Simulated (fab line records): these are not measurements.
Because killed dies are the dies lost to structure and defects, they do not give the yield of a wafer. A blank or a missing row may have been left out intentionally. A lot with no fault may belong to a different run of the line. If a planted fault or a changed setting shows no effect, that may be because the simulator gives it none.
8D (eight disciplines) problem report, filled in by code	flow sky130	the parts of the form that need people (team, actions taken, sign-off) are left out

1. PROBLEM STATEMENT
SKY_SONOS_ONO_STRIP_17, oes_product_au: mean 0.903 a.u. on 3 wafers (1 lot); fault-free wafers 0.709 a.u., standard deviation 0.0045. Relative to the usual mean, that is a shift of +43 standard deviations.
The step: strips in O2/N2.
Earliest sighting: wafer L454.1 on plasma_asher-04 at day 14 17:29. The record holds 39 wafers of 13 lots with a number at this step. The rule behind "out" and "out of limits": a value lying over 4 standard deviations away from the usual mean. All remaining wafers that have a number are taken as sound.

2. WHAT IT IS, WHAT IT ISN'T
question	is	is not
which readings at this step	oes_product_au	drypump_motor_current_A
which lots	L454	L451, L452, L453, L459, L462, L463, L465, L467, L468, L469, L471, L473
which wafers of those lots	all that have a number	-
read on which tools	plasma_asher-04	plasma_asher-01, plasma_asher-03
when	from day 14 17:29	up to then (9 sound wafers); but 27 sound wafers of L459, L462, L463, L465, L467, L468, L469, L471, L473 came after

3. SUSPECTS, AND WHAT RULES EACH OUT
Counting: a tool stays on the suspect list if, at a process step up to the reading, it processed all lots that are out and no sound lot following the first of them.
- plasma_asher-04 at SKY_SONOS_ONO_STRIP_17 (strips in O2/N2): ruled out as a lasting fault. After its first lot that is out, L454 (day 14 17:29), sound lots L462, L463, L467, L469, L471, L473 ran on it.
Left after counting: nothing in the record.

4. THE CAUSE (what the simulator had put in)
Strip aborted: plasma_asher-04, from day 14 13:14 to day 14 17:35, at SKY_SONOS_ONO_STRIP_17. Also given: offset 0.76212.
Counting ruled it out, wrongly.

5. THE EFFECT CHAIN, in route order
Each row: a reading where the mean over the struck wafers with a number is more than 3 standard deviations away from the usual. Readings are gone through only where the record gives a usual standard deviation; hours: the median, over the lots, of the time from a lot's start at the first step in this table giving one to that lot's start at this step; sigmas: the change measured in usual standard deviations.
hours	step	reading	usual	on struck wafers	change	sigmas
0	SKY_SONOS_ONO_STRIP_17	oes_product_au	0.709 a.u.	0.903	+0.194	+43
790	SKY_PAD_OPEN_PROBE_99	killed_at_front_end	16	423	+407	+78
790	SKY_PAD_OPEN_PROBE_99	killed_dies	88	492	+404	+40
790	SKY_PAD_OPEN_PROBE_99	killed_on_rim	17	96	+79	+20
Here are the process steps it includes:
- SKY_SONOS_ONO_STRIP_17: strips in O2/N2.
- SKY_PAD_OPEN_PROBE_99
Readings that are blank on the struck wafers while sound wafers have them: strip_time_to_endpoint_s at SKY_SONOS_ONO_STRIP_17.

6. HOW IT WOULD HAVE BEEN CAUGHT EARLIER
First out-of-limits reading in this record: day 14 17:29, which is 4 hours after fault onset at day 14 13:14.
